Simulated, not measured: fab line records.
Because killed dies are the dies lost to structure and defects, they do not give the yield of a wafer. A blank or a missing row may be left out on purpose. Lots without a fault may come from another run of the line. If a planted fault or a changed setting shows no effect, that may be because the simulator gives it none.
2 desks, one fault / flow gf180mcu / every desk sees just its own numbers, and what lay behind them comes last

AT THE TOOL OWNER'S DESK: implanter-02
For each lot that ran on this tool, the mean over its sampled wafers that have a number, from the tool's own readings at GF_HV_LDD_IMPLANT_21. Any lot whose mean is over 4 standard deviations away from the usual mean is out of limits and marked OUT; that distance is given in the brackets.
Columns: A = beam energy keV at GF_HV_LDD_IMPLANT_21, usual 25.001
lot=L290; first seen here=day 11 12:30; A=24.994
lot=L296; first seen here=day 13 08:26; A=33.438 (+99 or more) OUT
lot=L297; first seen here=day 13 14:46; A=33.456 (+99 or more) OUT
Finding of this desk: L296, L297 out of limits; the first was L296 at day 13 08:26, on beam energy keV at GF_HV_LDD_IMPLANT_21. L290: within limits.

FROM THE METROLOGY DESK
Lot by lot, what the gauges showed, no matter which tool ran the lot: averages of those sampled wafers that carry a number. Any lot whose mean is over 4 standard deviations away from the usual mean is out of limits and marked OUT; that distance is given in the brackets.
Columns: A = cd nm at GF_POLY_GATE_CD_MEAS_10, usual 279.7 nm; B = HV_LDD_2_TW at GF_HV_LDD_TW_MEAS_23, usual 1056; C = HV_LDD_03_OVL at GF_HV_LDD_OVL_MEAS_47, usual 0.7 nm
lot=L288; first seen here=day 9 03:31; A=278.1; B=1033; C=0.6
lot=L289; first seen here=day 9 11:01; A=280.3; B=1056; C=0.8
lot=L290; first seen here=day 9 20:55; A=281.0; B=1070; C=-0.4
lot=L296; first seen here=day 11 15:07; A=279.7; B=1155 (+8.2) OUT; C=1.7
lot=L297; first seen here=day 11 21:26; A=278.6; B=1160 (+8.7) OUT; C=1.7
lot=L300; first seen here=day 12 17:01; A=276.4; B=1049; C=-0.8
lot=L303; first seen here=day 13 17:09; A=280.0; B=1044; C=3.9
lot=L304; first seen here=day 13 22:53; A=279.7; B=1070; C=-0.5
lot=L305; first seen here=day 14 07:02; A=281.7; B=1041; C=1.6
lot=L306; first seen here=day 14 21:09; A=279.7; B=1059; C=2.0
lot=L307; first seen here=day 15 02:28; A=280.9; B=1067; C=-1.1
lot=L309; first seen here=day 15 10:55; A=280.0; B=1045; C=1.9
lot=L310; first seen here=day 15 15:25; A=279.1; B=1036; C=-0.1
lot=L311; first seen here=day 16 04:15; A=277.8; B=1039; C=-0.3
This desk reports L296, L297 out of limits; the earliest was L296 at day 13 08:50 (HV_LDD_2_TW at GF_HV_LDD_TW_MEAS_23). L288, L289, L290, L300, L303, L304, L305, L306, L307, L309, L310, L311: within limits.

TAKEN TOGETHER
On L296, L297, at day 13 08:26, an alarm was possible from the tool owner's desk.
At day 13 08:50 the metrology desk could have sounded an alarm, on L296, L297.
Of the lots named, all ran GF_HV_LDD_IMPLANT_21 on implanter-02.

WHAT HAD BEEN PUT IN BY THE SIMULATOR
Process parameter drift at GF_HV_LDD_IMPLANT_21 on implanter-02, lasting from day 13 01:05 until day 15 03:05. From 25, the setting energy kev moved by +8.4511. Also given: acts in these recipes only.
Struck lots among those shown: L296, L297.
Delay (hours) between the fault's onset and each desk's first out-of-limits reading: 7 at the tool owner's desk, 8 at the metrology desk.
